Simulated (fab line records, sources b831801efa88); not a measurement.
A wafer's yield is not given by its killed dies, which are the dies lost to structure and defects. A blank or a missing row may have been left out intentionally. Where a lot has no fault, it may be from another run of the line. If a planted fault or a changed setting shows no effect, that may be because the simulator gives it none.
fab line records / flow sky130
record lots=6 wafers=18 lastDay=49
route steps=708 shown POLY_GATE@236 LDD_N@237 LDD_P@255 PAD_OPEN@708
lots untouched by any fault: they come from a run of this same line in which no faults occurred
startH: hours from the record's opening day to when the first of the lot's shown wafers began / waitH: time in hours since the lot's previous step / " same as the row above / L1.1+2: a row that stands for several wafers / - no value present, or no start provided / * or withheld: withheld / < > ~ a bound
route shown NAME@n: NAME is a module with steps in the file, n the number in the route of the first one / usual: average and standard deviation across the fault-free wafers / same: alike in all rows / chamber/n: place in a boat / sites: per-site readings / _std_site: the values' standard deviation / _edge_site: inner sites' mean taken away from outer sites' mean / radiusMm: for every site, how far away it sits from the centre of the wafer / mask NAME#n: copy n / behind: the tool/chamber that last shaped the wafer / hold: what put the lot on hold/how long, in hours/how the hold closed / device: the n, p or np transistor that did not switch / end of line: the same wafers' tests at the end of the route / a step given without rows: its recipe and nothing more / killed: dies that structure and defects cost at the first sort, which is not the same as the wafer's yield / map: a wafer's dies, x killed, . not, _ none there
set.NAME: the setting that was run; set.NAME@STEP: the one run at that earlier step / model.NAME: the simulator's own value behind a step, which no gauge read
lots at some steps of the route; a table a step, a row a wafer
services: the hour from which a tool's chamber was out of use, counted from the record's first day as startH (under 0 if before that day), plus the number of hours and why
## steps
# step SKY_POLY_GATE_CD_MEAS_22
# usual cdNm=149.7/2.3
lot.wafer=L998.1 tool=cdSem-02 chamber=- startH=358.43 waitH=0.1 cdNm=151.0
lot.wafer=L998.2 tool=cdSem-02 chamber=- startH=358.43 waitH=0.1 cdNm=153.3
lot.wafer=L998.4 tool=cdSem-02 chamber=- startH=358.43 waitH=0.1 cdNm=154.9
lot.wafer=L103.3 tool=cdSem-01 chamber=- startH=406.48 waitH=0.1 cdNm=151.6
lot.wafer=L103.4 tool=cdSem-01 chamber=- startH=406.48 waitH=0.1 cdNm=149.0
lot.wafer=L103.5 tool=cdSem-01 chamber=- startH=406.48 waitH=0.1 cdNm=148.5
lot.wafer=L112.1 tool=cdSem-01 chamber=- startH=493.51 waitH=0.1 cdNm=148.3
lot.wafer=L112.2 tool=cdSem-01 chamber=- startH=493.51 waitH=0.1 cdNm=149.3
lot.wafer=L112.5 tool=cdSem-01 chamber=- startH=493.51 waitH=0.1 cdNm=148.9
lot.wafer=L113.1 tool=cdSem-01 chamber=- startH=498.71 waitH=0.1 cdNm=149.3
lot.wafer=L113.3 tool=cdSem-01 chamber=- startH=498.71 waitH=0.1 cdNm=148.2
lot.wafer=L113.6 tool=cdSem-01 chamber=- startH=498.71 waitH=0.1 cdNm=148.5
lot.wafer=L115.2 tool=cdSem-02 chamber=- startH=513.36 waitH=0.1 cdNm=146.7
lot.wafer=L115.4 tool=cdSem-02 chamber=- startH=513.36 waitH=0.1 cdNm=147.7
lot.wafer=L115.5 tool=cdSem-02 chamber=- startH=513.36 waitH=0.1 cdNm=145.9
lot.wafer=L117.1 tool=cdSem-01 chamber=- startH=536.06 waitH=0.1 cdNm=149.1
lot.wafer=L117.3 tool=cdSem-01 chamber=- startH=536.06 waitH=0.1 cdNm=145.6
lot.wafer=L117.4 tool=cdSem-01 chamber=- startH=536.06 waitH=0.1 cdNm=148.1
# step SKY_LDD_N_DEHYDRATE_00
# recipe tempC=200 timeS=60
# step SKY_LDD_N_HMDS_01
# recipe primeTimeS=60 primeTempC=120
# step SKY_LDD_N_COAT_02
# recipe resist=NOVOLAK spinRpm=3000 resistThkNm=300
# step SKY_LDD_N_SOFTBAKE_03
# recipe tempC=90 timeS=60 resist=NOVOLAK
# step SKY_LDD_N_EXPOSE_04
# recipe maskId=NTM targetCdNm=840 na=0.6 sourceShape=conventional sigmaOuter=0.6 doseMj=110
# step SKY_LDD_N_PEB_05
# recipe tempC=withheld timeS=* resist=NOVOLAK
# step SKY_LDD_N_DEVELOP_06
# recipe developTimeS=60 devTempC=23
# step SKY_LDD_N_OVL_MEAS_07
# usual LDD_N_OVL=-0.4/1.3
lot.wafer=L998.1 tool=overlay-01 chamber=- startH=386.61 waitH=0.1 LDD_N_OVL[nm]=0.6
lot.wafer=L998.2 tool=overlay-01 chamber=- startH=386.61 waitH=0.1 LDD_N_OVL[nm]=-0.7
lot.wafer=L998.4 tool=overlay-01 chamber=- startH=386.61 waitH=0.1 LDD_N_OVL[nm]=0.6
lot.wafer=L103.3 tool=overlay-01 chamber=- startH=436.73 waitH=0.1 LDD_N_OVL[nm]=1.6
lot.wafer=L103.4 tool=overlay-01 chamber=- startH=436.73 waitH=0.1 LDD_N_OVL[nm]=-0.2
lot.wafer=L103.5 tool=overlay-01 chamber=- startH=436.73 waitH=0.1 LDD_N_OVL[nm]=0.3
lot.wafer=L112.1 tool=overlay-02 chamber=- startH=524.07 waitH=0.1 LDD_N_OVL[nm]=1.8
lot.wafer=L112.2 tool=overlay-02 chamber=- startH=524.07 waitH=0.1 LDD_N_OVL[nm]=-0.3
lot.wafer=L112.5 tool=overlay-02 chamber=- startH=524.07 waitH=0.1 LDD_N_OVL[nm]=0.8
lot.wafer=L113.1 tool=overlay-01 chamber=- startH=529.32 waitH=0.1 LDD_N_OVL[nm]=0.4
lot.wafer=L113.3 tool=overlay-01 chamber=- startH=529.32 waitH=0.1 LDD_N_OVL[nm]=0.6
lot.wafer=L113.6 tool=overlay-01 chamber=- startH=529.32 waitH=0.1 LDD_N_OVL[nm]=-1.1
lot.wafer=L115.2 tool=overlay-02 chamber=- startH=544.49 waitH=0.1 LDD_N_OVL[nm]=0.1
lot.wafer=L115.4 tool=overlay-02 chamber=- startH=544.49 waitH=0.1 LDD_N_OVL[nm]=-1.5
lot.wafer=L115.5 tool=overlay-02 chamber=- startH=544.49 waitH=0.1 LDD_N_OVL[nm]=-0.2
lot.wafer=L117.1 tool=overlay-02 chamber=- startH=567.21 waitH=0.1 LDD_N_OVL[nm]=0.6
lot.wafer=L117.3 tool=overlay-02 chamber=- startH=567.21 waitH=0.1 LDD_N_OVL[nm]=-1.0
lot.wafer=L117.4 tool=overlay-02 chamber=- startH=567.21 waitH=0.1 LDD_N_OVL[nm]=-1.5
# step SKY_LDD_N_IMPLANT_08
# recipe species=As energyKev=20 doseCm2=7.5e+13 tiltDeg=withheld rotationDeg=23
# step SKY_LDD_N_IMPLANT_09
# recipe species=As energyKev=20 doseCm2=7.5e+13 tiltDeg=withheld rotationDeg=113
# step SKY_LDD_N_IMPLANT_10
# recipe species=As energyKev=20 doseCm2=7.5e+13 tiltDeg=withheld rotationDeg=203
# step SKY_LDD_N_IMPLANT_11
# recipe species=As energyKev=20 doseCm2=7.5e+13 tiltDeg=withheld rotationDeg=293
# usual beamOnS=9.97/0.19 doseIonsCm2=7.499e+13/7.9e+10 faradayCurrentUA=424/7.8
lot.wafer=L998.1 tool=implanter-02 chamber=0 startH=387.09 waitH=0.1 beamOnS=10.13 doseIonsCm2=7.499e+13 faradayCurrentUA=418
lot.wafer=L998.2 tool=implanter-02 chamber=0 startH=387.09 waitH=0.1 beamOnS=9.93 doseIonsCm2=7.502e+13 faradayCurrentUA=426
lot.wafer=L998.4 tool=implanter-02 chamber=0 startH=387.09 waitH=0.1 beamOnS=9.70 doseIonsCm2=7.507e+13 faradayCurrentUA=436
lot.wafer=L103.3 tool=implanter-04 chamber=0 startH=437.26 waitH=0.1 beamOnS=10.33 doseIonsCm2=7.505e+13 faradayCurrentUA=408
lot.wafer=L103.4 tool=implanter-04 chamber=0 startH=437.26 waitH=0.1 beamOnS=9.73 doseIonsCm2=7.501e+13 faradayCurrentUA=433
lot.wafer=L103.5 tool=implanter-04 chamber=0 startH=437.26 waitH=0.1 beamOnS=9.73 doseIonsCm2=7.491e+13 faradayCurrentUA=433
lot.wafer=L112.1 tool=implanter-04 chamber=0 startH=524.56 waitH=0.1 beamOnS=13.14 doseIonsCm2=1.1653e+14 faradayCurrentUA=497
lot.wafer=L112.2 tool=implanter-04 chamber=0 startH=524.56 waitH=0.1 beamOnS=13.88 doseIonsCm2=1.1655e+14 faradayCurrentUA=475
lot.wafer=L112.5 tool=implanter-04 chamber=0 startH=524.56 waitH=0.1 beamOnS=13.57 doseIonsCm2=1.1644e+14 faradayCurrentUA=484
lot.wafer=L113.1 tool=implanter-04 chamber=0 startH=529.81 waitH=0.1 beamOnS=13.79 doseIonsCm2=1.1634e+14 faradayCurrentUA=479
lot.wafer=L113.3 tool=implanter-04 chamber=0 startH=529.81 waitH=0.1 beamOnS=13.57 doseIonsCm2=1.1649e+14 faradayCurrentUA=485
lot.wafer=L113.6 tool=implanter-04 chamber=0 startH=529.81 waitH=0.1 beamOnS=13.67 doseIonsCm2=1.165e+14 faradayCurrentUA=479
lot.wafer=L115.2 tool=implanter-02 chamber=0 startH=544.99 waitH=0.1 beamOnS=9.82 doseIonsCm2=7.494e+13 faradayCurrentUA=430
lot.wafer=L115.4 tool=implanter-02 chamber=0 startH=544.99 waitH=0.1 beamOnS=10.13 doseIonsCm2=7.491e+13 faradayCurrentUA=416
lot.wafer=L115.5 tool=implanter-02 chamber=0 startH=544.99 waitH=0.1 beamOnS=9.62 doseIonsCm2=7.496e+13 faradayCurrentUA=438
lot.wafer=L117.1 tool=implanter-02 chamber=0 startH=567.69 waitH=0.1 beamOnS=10.05 doseIonsCm2=7.51e+13 faradayCurrentUA=420
lot.wafer=L117.3 tool=implanter-02 chamber=0 startH=567.69 waitH=0.1 beamOnS=9.84 doseIonsCm2=7.508e+13 faradayCurrentUA=429
lot.wafer=L117.4 tool=implanter-02 chamber=0 startH=567.69 waitH=0.1 beamOnS=9.88 doseIonsCm2=7.496e+13 faradayCurrentUA=428
# step SKY_LDD_N_IMPLANT_12
# recipe species=BF2 energyKev=50 doseCm2=5e+12 tiltDeg=30 rotationDeg=0
# step SKY_LDD_N_IMPLANT_13
# recipe species=BF2 energyKev=50 doseCm2=5e+12 tiltDeg=30 rotationDeg=90
# step SKY_LDD_N_IMPLANT_14
# recipe species=BF2 energyKev=50 doseCm2=5e+12 tiltDeg=30 rotationDeg=180
# step SKY_LDD_N_IMPLANT_15
# recipe species=BF2 energyKev=50 doseCm2=5e+12 tiltDeg=30 rotationDeg=270
# step SKY_LDD_N_STRIP_16
# recipe chemistry=O2/N2 powerW=1400 pressureMtorr=1500 platenTempC=withheld o2FlowSccm=3000 n2FlowSccm=300 overashFraction=0.5
# usual drypumpMotorCurrentA=5.6/0.47 n2FlowSccm=300.1/0.94 oesProductAu=0.406/0.0044 stripTimeToEndpointS=4.315/0.017
lot.wafer=L998.1 tool=plasmaAsher-02 chamber=1 startH=387.84 waitH=0.1 drypumpMotorCurrentA=6.5 n2FlowSccm=298.6 oesProductAu=0.409 rfHoursCounterH=72 stripTimeToEndpointS=4.303
lot.wafer=L998.2 tool=plasmaAsher-02 chamber=0 startH=387.84 waitH=0.1 drypumpMotorCurrentA=5.3 n2FlowSccm=300.5 oesProductAu=0.409 rfHoursCounterH=72 stripTimeToEndpointS=4.317
lot.wafer=L998.4 tool=plasmaAsher-02 chamber=0 startH=387.84 waitH=0.1 drypumpMotorCurrentA=5.2 n2FlowSccm=301.9 oesProductAu=0.400 rfHoursCounterH=- stripTimeToEndpointS=4.312
lot.wafer=L103.3 tool=plasmaAsher-04 chamber=1 startH=437.99 waitH=0.1 drypumpMotorCurrentA=5.6 n2FlowSccm=300.6 oesProductAu=0.410 rfHoursCounterH=- stripTimeToEndpointS=4.342
lot.wafer=L103.4 tool=plasmaAsher-04 chamber=0 startH=437.99 waitH=0.1 drypumpMotorCurrentA=5.0 n2FlowSccm=300.2 oesProductAu=0.400 rfHoursCounterH=- stripTimeToEndpointS=4.330
lot.wafer=L103.5 tool=plasmaAsher-04 chamber=0 startH=437.99 waitH=0.1 drypumpMotorCurrentA=5.0 n2FlowSccm=299.9 oesProductAu=0.407 rfHoursCounterH=- stripTimeToEndpointS=4.330
lot.wafer=L112.1 tool=plasmaAsher-02 chamber=0 startH=525.31 waitH=0.1 drypumpMotorCurrentA=5.2 n2FlowSccm=299.9 oesProductAu=0.408 rfHoursCounterH=87 stripTimeToEndpointS=4.430
lot.wafer=L112.2 tool=plasmaAsher-02 chamber=1 startH=525.31 waitH=0.1 drypumpMotorCurrentA=6.5 n2FlowSccm=300.0 oesProductAu=0.406 rfHoursCounterH=87 stripTimeToEndpointS=4.452
lot.wafer=L112.5 tool=plasmaAsher-02 chamber=1 startH=525.31 waitH=0.1 drypumpMotorCurrentA=6.5 n2FlowSccm=300.8 oesProductAu=0.404 rfHoursCounterH=- stripTimeToEndpointS=4.414
lot.wafer=L113.1 tool=plasmaAsher-04 chamber=1 startH=530.56 waitH=0.1 drypumpMotorCurrentA=5.7 n2FlowSccm=300.3 oesProductAu=0.414 rfHoursCounterH=10 stripTimeToEndpointS=4.457
lot.wafer=L113.3 tool=plasmaAsher-04 chamber=0 startH=530.56 waitH=0.1 drypumpMotorCurrentA=5.0 n2FlowSccm=299.9 oesProductAu=0.406 rfHoursCounterH=- stripTimeToEndpointS=4.461
lot.wafer=L113.6 tool=plasmaAsher-04 chamber=1 startH=530.56 waitH=0.1 drypumpMotorCurrentA=5.6 n2FlowSccm=299.2 oesProductAu=0.404 rfHoursCounterH=- stripTimeToEndpointS=4.428
lot.wafer=L115.2 tool=plasmaAsher-02 chamber=1 startH=545.72 waitH=0.1 drypumpMotorCurrentA=6.4 n2FlowSccm=299.7 oesProductAu=0.411 rfHoursCounterH=89 stripTimeToEndpointS=4.303
lot.wafer=L115.4 tool=plasmaAsher-02 chamber=1 startH=545.72 waitH=0.1 drypumpMotorCurrentA=6.5 n2FlowSccm=300.3 oesProductAu=0.410 rfHoursCounterH=- stripTimeToEndpointS=4.304
lot.wafer=L115.5 tool=plasmaAsher-02 chamber=1 startH=545.72 waitH=0.1 drypumpMotorCurrentA=6.5 n2FlowSccm=300.9 oesProductAu=0.403 rfHoursCounterH=- stripTimeToEndpointS=4.284
lot.wafer=L117.1 tool=plasmaAsher-01 chamber=0 startH=568.44 waitH=0.1 drypumpMotorCurrentA=5.7 n2FlowSccm=298.9 oesProductAu=0.408 rfHoursCounterH=43 stripTimeToEndpointS=4.309
lot.wafer=L117.3 tool=plasmaAsher-01 chamber=1 startH=568.44 waitH=0.1 drypumpMotorCurrentA=5.4 n2FlowSccm=299.1 oesProductAu=0.408 rfHoursCounterH=- stripTimeToEndpointS=4.337
lot.wafer=L117.4 tool=plasmaAsher-01 chamber=0 startH=568.44 waitH=0.1 drypumpMotorCurrentA=5.7 n2FlowSccm=299.6 oesProductAu=0.402 rfHoursCounterH=- stripTimeToEndpointS=4.320
# step SKY_LDD_N_TW_MEAS_17
# usual LDD_N_TW=2583/11
lot.wafer=L998.1 tool=filmMetro-03 chamber=- startH=387.94 waitH=0.1 LDD_N_TW=2588
lot.wafer=L998.2 tool=filmMetro-03 chamber=- startH=387.94 waitH=0.1 LDD_N_TW=2574
lot.wafer=L998.4 tool=filmMetro-03 chamber=- startH=387.94 waitH=0.1 LDD_N_TW=2578
lot.wafer=L103.3 tool=filmMetro-03 chamber=- startH=438.08 waitH=0.1 LDD_N_TW=2585
lot.wafer=L103.4 tool=filmMetro-03 chamber=- startH=438.08 waitH=0.1 LDD_N_TW=2582
lot.wafer=L103.5 tool=filmMetro-03 chamber=- startH=438.08 waitH=0.1 LDD_N_TW=2582
lot.wafer=L112.1 tool=filmMetro-02 chamber=- startH=525.41 waitH=0.1 LDD_N_TW=2632
lot.wafer=L112.2 tool=filmMetro-02 chamber=- startH=525.41 waitH=0.1 LDD_N_TW=2623
lot.wafer=L112.5 tool=filmMetro-02 chamber=- startH=525.41 waitH=0.1 LDD_N_TW=2642
lot.wafer=L113.1 tool=filmMetro-03 chamber=- startH=530.66 waitH=0.1 LDD_N_TW=2644
lot.wafer=L113.3 tool=filmMetro-03 chamber=- startH=530.66 waitH=0.1 LDD_N_TW=2650
lot.wafer=L113.6 tool=filmMetro-03 chamber=- startH=530.66 waitH=0.1 LDD_N_TW=2657
lot.wafer=L115.2 tool=filmMetro-03 chamber=- startH=545.83 waitH=0.1 LDD_N_TW=2593
lot.wafer=L115.4 tool=filmMetro-03 chamber=- startH=545.83 waitH=0.1 LDD_N_TW=2591
lot.wafer=L115.5 tool=filmMetro-03 chamber=- startH=545.83 waitH=0.1 LDD_N_TW=2594
lot.wafer=L117.1 tool=filmMetro-01 chamber=- startH=568.54 waitH=0.1 LDD_N_TW=2562
lot.wafer=L117.3 tool=filmMetro-01 chamber=- startH=568.54 waitH=0.1 LDD_N_TW=2581
lot.wafer=L117.4 tool=filmMetro-01 chamber=- startH=568.54 waitH=0.1 LDD_N_TW=2556
# step SKY_LDD_P_DEHYDRATE_00
# recipe tempC=200 timeS=60
# step SKY_PAD_OPEN_PROBE_99
# usual killed_at_M0_to_M3=44/6.6 killed_at_M4_up=3.0/2 killedAtContacts=24/5.1 killedAtFrontEnd=15/4.1 killedAtOther=0.4/0.62 killedDies=86/9.3 killedOpen=46/6.8 killedShort=40/5.8
# same grossDies=492 killedAtBackSide=0
lot.wafer=L998.1 tool=prober-02 chamber=- startH=1062.39 waitH=0.1 killed_at_M0_to_M3=42 killed_at_M4_up=3 killedAtContacts=30 killedAtFrontEnd=12 killedAtOther=0 killedDies=87 killedOpen=44 killedShort=43 model.etest.tipN.rsOhmSq=443.9
lot.wafer=L998.2 tool=prober-02 chamber=- startH=1062.44 waitH=0.1 killed_at_M0_to_M3=45 killed_at_M4_up=3 killedAtContacts=29 killedAtFrontEnd=15 killedAtOther=0 killedDies=92 killedOpen=45 killedShort=47 model.etest.tipN.rsOhmSq=443.8
lot.wafer=L998.4 tool=prober-02 chamber=- startH=1062.54 waitH=0.2 killed_at_M0_to_M3=42 killed_at_M4_up=1 killedAtContacts=29 killedAtFrontEnd=14 killedAtOther=0 killedDies=86 killedOpen=52 killedShort=34 model.etest.tipN.rsOhmSq=442
lot.wafer=L103.3 tool=prober-02 chamber=- startH=1111.23 waitH=0.2 killed_at_M0_to_M3=33 killed_at_M4_up=1 killedAtContacts=19 killedAtFrontEnd=15 killedAtOther=0 killedDies=68 killedOpen=36 killedShort=32 model.etest.tipN.rsOhmSq=445.1
lot.wafer=L103.4 tool=prober-02 chamber=- startH=1111.28 waitH=0.2 killed_at_M0_to_M3=36 killed_at_M4_up=1 killedAtContacts=31 killedAtFrontEnd=15 killedAtOther=0 killedDies=83 killedOpen=47 killedShort=36 model.etest.tipN.rsOhmSq=443.4
lot.wafer=L103.5 tool=prober-02 chamber=- startH=1111.33 waitH=0.2 killed_at_M0_to_M3=43 killed_at_M4_up=2 killedAtContacts=21 killedAtFrontEnd=18 killedAtOther=1 killedDies=85 killedOpen=40 killedShort=45 model.etest.tipN.rsOhmSq=445.2
lot.wafer=L112.1 tool=prober-01 chamber=- startH=1150.50 waitH=0.1 killed_at_M0_to_M3=41 killed_at_M4_up=1 killedAtContacts=20 killedAtFrontEnd=17 killedAtOther=0 killedDies=79 killedOpen=42 killedShort=37 model.etest.tipN.rsOhmSq=411.9
lot.wafer=L112.2 tool=prober-01 chamber=- startH=1150.55 waitH=0.1 killed_at_M0_to_M3=54 killed_at_M4_up=6 killedAtContacts=22 killedAtFrontEnd=6 killedAtOther=0 killedDies=88 killedOpen=45 killedShort=43 model.etest.tipN.rsOhmSq=413.5
lot.wafer=L112.5 tool=prober-01 chamber=- startH=1150.70 waitH=0.2 killed_at_M0_to_M3=45 killed_at_M4_up=2 killedAtContacts=24 killedAtFrontEnd=14 killedAtOther=0 killedDies=85 killedOpen=42 killedShort=43 model.etest.tipN.rsOhmSq=410.7
lot.wafer=L113.1 tool=prober-02 chamber=- startH=1154.64 waitH=0.1 killed_at_M0_to_M3=38 killed_at_M4_up=5 killedAtContacts=24 killedAtFrontEnd=15 killedAtOther=0 killedDies=82 killedOpen=47 killedShort=35 model.etest.tipN.rsOhmSq=409.7
lot.wafer=L113.3 tool=prober-02 chamber=- startH=1154.74 waitH=0.2 killed_at_M0_to_M3=47 killed_at_M4_up=4 killedAtContacts=19 killedAtFrontEnd=16 killedAtOther=2 killedDies=88 killedOpen=50 killedShort=38 model.etest.tipN.rsOhmSq=408.2
lot.wafer=L113.6 tool=prober-02 chamber=- startH=1154.89 waitH=0.2 killed_at_M0_to_M3=33 killed_at_M4_up=3 killedAtContacts=19 killedAtFrontEnd=14 killedAtOther=1 killedDies=70 killedOpen=40 killedShort=30 model.etest.tipN.rsOhmSq=407
lot.wafer=L115.2 tool=prober-02 chamber=- startH=1164.73 waitH=0.1 killed_at_M0_to_M3=38 killed_at_M4_up=1 killedAtContacts=23 killedAtFrontEnd=5 killedAtOther=0 killedDies=67 killedOpen=31 killedShort=35 model.etest.tipN.rsOhmSq=439.1
lot.wafer=L115.4 tool=prober-02 chamber=- startH=1164.83 waitH=0.2 killed_at_M0_to_M3=39 killed_at_M4_up=1 killedAtContacts=21 killedAtFrontEnd=11 killedAtOther=0 killedDies=72 killedOpen=39 killedShort=33 model.etest.tipN.rsOhmSq=434.2
lot.wafer=L115.5 tool=prober-02 chamber=- startH=1164.88 waitH=0.2 killed_at_M0_to_M3=55 killed_at_M4_up=1 killedAtContacts=31 killedAtFrontEnd=11 killedAtOther=0 killedDies=98 killedOpen=50 killedShort=45 model.etest.tipN.rsOhmSq=433.5
lot.wafer=L117.1 tool=prober-02 chamber=- startH=1178.86 waitH=0.1 killed_at_M0_to_M3=45 killed_at_M4_up=5 killedAtContacts=29 killedAtFrontEnd=18 killedAtOther=0 killedDies=97 killedOpen=51 killedShort=46 model.etest.tipN.rsOhmSq=439.1
lot.wafer=L117.3 tool=prober-02 chamber=- startH=1178.96 waitH=0.2 killed_at_M0_to_M3=53 killed_at_M4_up=0 killedAtContacts=19 killedAtFrontEnd=10 killedAtOther=0 killedDies=82 killedOpen=47 killedShort=35 model.etest.tipN.rsOhmSq=440.2
lot.wafer=L117.4 tool=prober-02 chamber=- startH=1179.01 waitH=0.2 killed_at_M0_to_M3=39 killed_at_M4_up=6 killedAtContacts=22 killedAtFrontEnd=12 killedAtOther=0 killedDies=79 killedOpen=47 killedShort=32 model.etest.tipN.rsOhmSq=444.1
# killed by level:class
L998.1 CONTACT:geometricParticle:open=13 VIA1:geometricParticle:open=9 CONTACT:geometricParticle:short=8 METAL2:geometricParticle:short=8 METAL1:geometricParticle:short=7 LI_CONTACT:geometricParticle:open=5 VIA3:geometricParticle:open=5 VIA3:geometricParticle:short=4
L998.2 CONTACT:geometricParticle:open=12 VIA1:geometricParticle:open=12 VIA2:geometricParticle:open=9 METAL2:geometricParticle:short=6 LOCAL_INTERCONNECT:geometricParticle:short=6 VIA1:geometricParticle:short=5 POLY_GATE:geometricParticle:open=4 CONTACT:geometricParticle:short=4
L998.4 VIA1:geometricParticle:open=13 CONTACT:geometricParticle:open=10 LI_CONTACT:geometricParticle:open=7 CONTACT:geometricParticle:short=7 METAL1:geometricParticle:short=7 VIA2:geometricParticle:open=6 FIELD_ISO:geometricParticle:open=5 METAL2:geometricParticle:short=4
L103.3 VIA2:geometricParticle:open=7 CONTACT:geometricParticle:open=6 FIELD_ISO:geometricParticle:short=5 LI_CONTACT:geometricParticle:open=5 VIA1:geometricParticle:open=5 METAL2:geometricParticle:short=5 FIELD_ISO:geometricParticle:open=4 POLY_GATE:geometricParticle:short=4
L103.4 VIA1:geometricParticle:open=10 LI_CONTACT:geometricParticle:open=9 CONTACT:geometricParticle:open=9 VIA2:geometricParticle:open=6 LOCAL_INTERCONNECT:geometricParticle:short=5 CONTACT:geometricParticle:short=5 METAL1:geometricParticle:short=5 FIELD_ISO:geometricParticle:short=4
L103.5 VIA1:geometricParticle:open=11 METAL1:geometricParticle:short=7 CONTACT:geometricParticle:open=7 METAL2:geometricParticle:short=6 LI_CONTACT:geometricParticle:open=6 FIELD_ISO:geometricParticle:short=5 POLY_GATE:geometricParticle:open=5 FIELD_ISO:geometricParticle:open=4
L112.1 VIA3:geometricParticle:open=9 VIA1:geometricParticle:short=8 LI_CONTACT:geometricParticle:open=7 FIELD_ISO:geometricParticle:open=6 VIA2:geometricParticle:open=6 CONTACT:geometricParticle:short=6 POLY_GATE:geometricParticle:short=4 CONTACT:geometricParticle:open=4
L112.2 VIA2:geometricParticle:open=11 METAL1:geometricParticle:short=10 VIA1:geometricParticle:open=8 CONTACT:geometricParticle:open=8 LI_CONTACT:geometricParticle:open=7 VIA3:geometricParticle:open=6 METAL4:geometricParticle:short=5 VIA3:geometricParticle:short=5
L112.5 VIA1:geometricParticle:open=9 CONTACT:geometricParticle:open=8 VIA1:geometricParticle:short=7 LI_CONTACT:geometricParticle:open=6 METAL2:geometricParticle:short=6 VIA3:geometricParticle:open=6 FIELD_ISO:geometricParticle:short=4 LI_CONTACT:geometricParticle:short=4
L113.1 VIA1:geometricParticle:open=12 CONTACT:geometricParticle:open=8 LI_CONTACT:geometricParticle:open=7 VIA3:geometricParticle:open=5 METAL4:geometricParticle:short=5 METAL2:geometricParticle:short=5 FIELD_ISO:geometricParticle:open=4 POLY_GATE:geometricParticle:short=4
L113.3 VIA1:geometricParticle:open=12 CONTACT:geometricParticle:open=10 VIA1:geometricParticle:short=8 VIA2:geometricParticle:open=6 FIELD_ISO:geometricParticle:open=4 VIA3:geometricParticle:short=4 METAL1:geometricParticle:short=4 METAL2:geometricParticle:short=4
L113.6 VIA1:geometricParticle:open=11 LI_CONTACT:geometricParticle:open=8 CONTACT:geometricParticle:open=5 VIA2:geometricParticle:short=5 FIELD_ISO:geometricParticle:short=4 FIELD_ISO:geometricParticle:open=4 METAL2:geometricParticle:short=4 POLY_GATE:geometricParticle:short=3
L115.2 VIA1:geometricParticle:open=8 CONTACT:geometricParticle:short=7 LI_CONTACT:geometricParticle:open=5 VIA3:geometricParticle:open=5 CONTACT:geometricParticle:open=4 METAL1:geometricParticle:short=4 VIA2:geometricParticle:open=4 VIA2:geometricParticle:short=4
L115.4 VIA1:geometricParticle:open=12 CONTACT:geometricParticle:open=7 METAL1:geometricParticle:short=7 CONTACT:geometricParticle:short=5 VIA3:geometricParticle:short=5 LI_CONTACT:geometricParticle:short=4 VIA2:geometricParticle:open=4 FIELD_ISO:geometricParticle:open=3
L115.5 CONTACT:geometricParticle:open=11 VIA1:geometricParticle:open=11 VIA3:geometricParticle:open=9 LOCAL_INTERCONNECT:geometricParticle:short=7 VIA2:geometricParticle:open=7 VIA2:geometricParticle:short=6 VIA3:geometricParticle:short=5 FIELD_ISO:geometricParticle:short=4
L117.1 CONTACT:geometricParticle:open=9 METAL2:geometricParticle:short=9 FIELD_ISO:geometricParticle:open=8 LI_CONTACT:geometricParticle:open=8 VIA2:geometricParticle:open=5 METAL1:geometricParticle:short=5 VIA1:geometricParticle:short=5 VIA3:geometricParticle:short=5
L117.3 METAL1:geometricParticle:short=11 VIA1:geometricParticle:open=9 CONTACT:geometricParticle:open=9 VIA2:geometricParticle:open=8 VIA1:geometricParticle:short=7 VIA3:geometricParticle:open=7 FIELD_ISO:geometricParticle:open=5 LOCAL_INTERCONNECT:geometricParticle:short=4
L117.4 CONTACT:geometricParticle:open=12 VIA1:geometricParticle:open=10 VIA2:geometricParticle:open=6 LOCAL_INTERCONNECT:geometricParticle:short=4 METAL1:geometricParticle:short=4 METAL2:geometricParticle:short=4 METAL4:geometricParticle:short=4 FIELD_ISO:geometricParticle:short=3
## services
tool=implanter-04 chamber=- startH=374.30 hours=3.8 kind=pm
tool=plasmaAsher-04 chamber=- startH=421.25 hours=9.0 kind=pm
tool=plasmaAsher-04 chamber=0 startH=421.25 hours=9.2 kind=ventCycle
tool=plasmaAsher-04 chamber=1 startH=421.25 hours=9.2 kind=ventCycle
tool=plasmaAsher-04 chamber=- startH=425.27 hours=5.1 kind=repair
tool=plasmaAsher-04 chamber=0 startH=430.25 hours=- kind=clean
tool=plasmaAsher-04 chamber=1 startH=430.25 hours=- kind=clean
tool=implanter-04 chamber=- startH=445.72 hours=11.4 kind=repair
tool=plasmaAsher-01 chamber=- startH=469.66 hours=15.6 kind=pm
tool=implanter-04 chamber=- startH=471.37 hours=5.9 kind=repair
tool=implanter-02 chamber=- startH=482.25 hours=19.3 kind=repair
tool=implanter-02 chamber=- startH=501.50 hours=4.2 kind=pm
tool=plasmaAsher-04 chamber=- startH=505.99 hours=5.8 kind=repair
## key
firstSign step=SKY_LDD_N_IMPLANT_11 reading=doseIonsCm2 direction=up sigmas=99+ usual=* struck=*
effect step=SKY_LDD_N_IMPLANT_11 reading=beamOnS direction=up sigmas=19 usual=9.97 struck=13.60
effect step=SKY_LDD_N_STRIP_16 reading=stripTimeToEndpointS direction=up sigmas=7.4 usual=* struck=*
effect step=SKY_LDD_N_TW_MEAS_17 reading=LDD_N_TW direction=up sigmas=5.2 usual=2583 struck=2641
modelEffect step=SKY_PAD_OPEN_PROBE_99 value=etest.tipN.rsOhmSq without=443.1 struck=410.1
metAt SKY_LDD_N_IMPLANT_11
struckWafers L112.1,L112.2,L112.5,L113.1,L113.3,L113.6
testerLeftOut L112,L113
onsetBetween 437.26 524.56
fault kind=processParameterDrift tool=implanter-04 chamber=- onsetH=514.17 steps=SKY_LDD_N_IMPLANT_11 channel=doseCm2 offset=* shape=step endH=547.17 actsIn=* stated=*
# testerLeftOut: of these lots the tester's yield and bins aren't shown, on N5 and GAA mostly nor the transistor test; their killed dies are dies lost to structure and defects alone, not to doping, threshold or leakage, so they don't give the yield
